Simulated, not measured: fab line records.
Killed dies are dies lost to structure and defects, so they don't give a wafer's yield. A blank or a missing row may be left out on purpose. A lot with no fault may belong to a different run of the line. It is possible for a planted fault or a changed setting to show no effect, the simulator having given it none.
Which tool is to blame? + flow gf180mcu + Sampling: 6 lots, 18 wafers, 4 of 602 route steps

## WHAT THE GAUGES SHOWED, per wafer
GF_PASSIVATION_BOW_MEAS_14.
| lot  | measured     | on            | PASSIVATION_BOW (um) |
|------|--------------|---------------|----------------------|
| L788 | day 30 04:39 | film_metro-01 | 144 139 140          |
| L791 | day 31 06:25 | film_metro-01 | 132 130 133          |
| L793 | day 31 17:25 | film_metro-04 | 108 127 113          |
| L795 | day 32 06:39 | film_metro-01 | 133 126 134          |
| L804 | day 34 05:03 | film_metro-04 | 127 146 137          |
| L806 | day 34 16:48 | film_metro-04 | 149 146 141          |

## WHAT TOOL EACH LOT RAN ON (gives the tool, then ch and the chambers of the sampled wafers, and finally the start)
| lot  | GF_V1_CMP_04                  | GF_V5_ETCH_17                                 | GF_TOP_METAL_SPUTTER_01      |
|------|-------------------------------|-----------------------------------------------|------------------------------|
| L788 | cmp-02 ch 0,1,3, day 18 17:31 | rie_diel-04 ch 1,2, day 28 12:11 or earlier   | pvd_sputter-04, day 28 12:11 |
| L791 | cmp-01 ch 0,1,2, day 19 22:34 | rie_diel-04 ch 0,1, day 29 15:06 or earlier   | pvd_sputter-03, day 29 15:06 |
| L793 | cmp-01 ch 0,2,3, day 20 15:22 | rie_diel-04 ch 1,2,3, day 30 03:25 or earlier | pvd_sputter-04, day 30 03:25 |
| L795 | cmp-02 ch 0,3, day 21 07:34   | rie_diel-04 ch 0,2, day 30 16:43 or earlier   | pvd_sputter-04, day 30 16:43 |
| L804 | cmp-01 ch 0,2, day 24 05:04   | rie_diel-04 ch 0,3, day 32 18:35 or earlier   | pvd_sputter-04, day 32 18:35 |
| L806 | cmp-02 ch 1,2,3, day 24 19:40 | rie_diel-03 ch 0,2, day 33 07:05 or earlier   | pvd_sputter-01, day 33 07:05 |
- GF_V1_CMP_04: polishes SiO2.
- GF_V5_ETCH_17: etches SiO2 in C4F8/O2/Ar, stops on TiN, target depth 855 nm.
- GF_TOP_METAL_SPUTTER_01: material TiN, target thk 30 nm, time 25 s.

## THE ANSWER, worked out from the rows above alone
Rule: the lots themselves supply what counts as usual. The widest of any qualifying gaps counts: lots, ordered by their means at a reading, are off when they make up no more than a third of the lots, leave a main group of 4 or more, and stand apart from it by 3 or more times the standard deviation of that group's means. Not used: any main group whose means are identical at the precision the tables above print for the reading. A lot without any number at a reading at which 4 lots or more have one is off too. Any other lot the step has rows for is counted as sound.
No lot is off on any of the readings shown, so nothing can be concluded from this.

## WHAT HAD BEEN PUT IN BY THE SIMULATOR
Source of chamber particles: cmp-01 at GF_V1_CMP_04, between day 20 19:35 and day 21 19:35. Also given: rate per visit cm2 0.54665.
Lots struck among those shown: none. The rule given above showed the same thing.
